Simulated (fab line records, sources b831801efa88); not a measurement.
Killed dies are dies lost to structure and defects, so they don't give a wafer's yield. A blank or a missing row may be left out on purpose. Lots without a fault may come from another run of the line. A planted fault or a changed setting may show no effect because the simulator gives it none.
Which tool did it? | flow gf180mcu | 13 lots, 39 wafers sampled, at 4 steps of a route of 602

WHAT THE GAUGES READ, wafer by wafer
GF_MIM_RS_MEAS_10: measures by four-point-probe. Usual: MIM_ALCU_RS 0.1604 ohm/sq, standard deviation 0.0021.
lot  | measured     | on            | MIM_ALCU_RS (ohm/sq) | flag
L242 | day 24 13:11 | film_metro-04 | 0.1584 0.1574 0.1568 |
L243 | day 27 21:01 | film_metro-03 | 0.1579 0.1607 0.1587 |
L244 | day 24 23:55 | film_metro-04 | 0.1588 0.1610 0.1619 |
L245 | day 25 08:08 | film_metro-03 | 0.1582 0.1592 0.1585 |
L246 | day 25 10:20 | film_metro-02 | 0.1588 0.1586 0.1615 |
L247 | day 26 00:01 | film_metro-04 | 0.1640 0.1609 0.1644 |
L248 | day 26 10:54 | film_metro-02 | 0.1635 0.1621 0.1619 |
L249 | day 27 01:00 | film_metro-02 | 0.1578 0.1603 0.1571 |
L250 | day 27 11:14 | film_metro-04 | 0.1563 0.1570 0.1593 |
L251 | day 27 16:18 | film_metro-02 | 0.1585 0.1590 0.1603 |
L252 | day 27 23:01 | film_metro-02 | 0.1624 0.1644 0.1608 |
L253 | day 28 11:19 | film_metro-03 | 0.1601 0.1594 0.1583 |
L257 | day 30 00:28 | film_metro-03 | 0.1604 0.1581 0.1587 |

GF_V5_RS_MEAS_24: measures by four-point-probe. Usual: V5_W_RS 0.324 ohm/sq, standard deviation 0.0065.
lot  | measured     | on            | V5_W_RS (ohm/sq)  | flag
L242 | day 27 05:34 | film_metro-01 | 0.329 0.332 0.329 |
L243 | day 30 09:03 | film_metro-01 | 0.326 0.318 0.317 |
L244 | day 27 15:54 | film_metro-04 | 0.326 0.313 0.328 |
L245 | day 28 00:31 | film_metro-01 | 0.313 0.312 0.325 |
L246 | day 28 01:37 | film_metro-03 | 0.325 0.313 0.313 |
L247 | day 28 14:02 | film_metro-01 | 0.332 0.329 0.332 |
L248 | day 29 01:00 | film_metro-01 | 0.312 0.313 0.327 |
L249 | day 29 13:10 | film_metro-03 | 0.324 0.325 0.318 |
L250 | day 29 23:16 | film_metro-03 | 0.316 0.327 0.326 |
L251 | day 30 03:40 | film_metro-03 | 0.326 0.326 0.324 |
L252 | day 30 11:18 | film_metro-03 | 0.328 0.333 0.334 |
L253 | day 30 22:25 | film_metro-01 | 0.315 0.318 0.329 |
L257 | day 32 07:30 | film_metro-04 | 0.328 0.328 0.331 |

WHICH TOOL RAN EACH LOT (tool, then ch and the chambers of the sampled wafers, then the start)
lot  | GF_V2_CVD_00                     | GF_MIM_SPUTTER_08
L242 | hdpcvd-01 ch 0,1,2, day 19 07:57 | pvd_sputter-02, day 24 13:04
L243 | hdpcvd-02 ch 0,2, day 19 13:26   | pvd_sputter-04, day 27 20:58
L244 | hdpcvd-02 ch 1,2, day 19 18:26   | pvd_sputter-04, day 24 23:52
L245 | hdpcvd-02 ch 0,1,2, day 20 04:07 | pvd_sputter-02, day 25 08:04
L246 | hdpcvd-01 ch 0,1,2, day 20 07:30 | pvd_sputter-04, day 25 10:17
L247 | hdpcvd-01 ch 1,2, day 21 00:04   | pvd_sputter-04, day 25 23:57
L248 | hdpcvd-01 ch 0,1,2, day 21 12:17 | pvd_sputter-04, day 26 10:48
L249 | hdpcvd-02 ch 1,2, day 22 02:19   | pvd_sputter-02, day 27 00:55
L250 | hdpcvd-01 ch 0,1,2, day 22 14:38 | pvd_sputter-02, day 27 11:10
L251 | hdpcvd-01 ch 1,2, day 22 20:22   | pvd_sputter-04, day 27 16:15
L252 | hdpcvd-02 ch 0,2, day 23 05:51   | pvd_sputter-01, day 27 22:58
L253 | hdpcvd-01 ch 1,2, day 23 18:13   | pvd_sputter-01, day 28 11:16
L257 | hdpcvd-01 ch 0,2, day 25 12:28   | pvd_sputter-04, day 30 00:25
- GF_V2_CVD_00: deposits SiO2, target thk 600 nm, time 100 s.
- GF_MIM_SPUTTER_08: material AlCu, target thk 200 nm, time 10.6 s.

WHAT THE TOOLS THEMSELVES READ (means of the sampled wafers that have a number; where no wafer has one, the mark that the record gives instead)
GF_MIM_SPUTTER_08. Usual: throttle_valve_pct 30.4 %, standard deviation 1.1.
lot  | tool           | throttle_valve_pct (%) | flag
L242 | pvd_sputter-02 | 30.5                   |
L243 | pvd_sputter-04 | 29.4                   |
L244 | pvd_sputter-04 | 30.4                   |
L245 | pvd_sputter-02 | 30.6                   |
L246 | pvd_sputter-04 | 29.8                   |
L247 | pvd_sputter-04 | 31.1                   |
L248 | pvd_sputter-04 | 31.7                   |
L249 | pvd_sputter-02 | 30.5                   |
L250 | pvd_sputter-02 | 30.9                   |
L251 | pvd_sputter-04 | 30.5                   |
L252 | pvd_sputter-01 | 30.7                   |
L253 | pvd_sputter-01 | 30.5                   |
L257 | pvd_sputter-04 | 31.0                   |

THE ANSWER, worked out from the rows above alone
Rule: a lot is off if the mean of its wafers that have a number lies more than 3 standard deviations from the usual mean. A lot without any number at a reading at which 4 lots or more have one is off too. The other lots that the step has rows for count as sound. The gauges are gone through in route order, then the tools' own readings, and for those a lot's mean is taken as printed above. The first step at which some lot is off is used, and at that step the reading that is off furthest; a lot without a number counts as furthest.
No lot is off at any reading shown: from this, nothing can be told.

WHAT THE SIMULATOR HAD PUT IN
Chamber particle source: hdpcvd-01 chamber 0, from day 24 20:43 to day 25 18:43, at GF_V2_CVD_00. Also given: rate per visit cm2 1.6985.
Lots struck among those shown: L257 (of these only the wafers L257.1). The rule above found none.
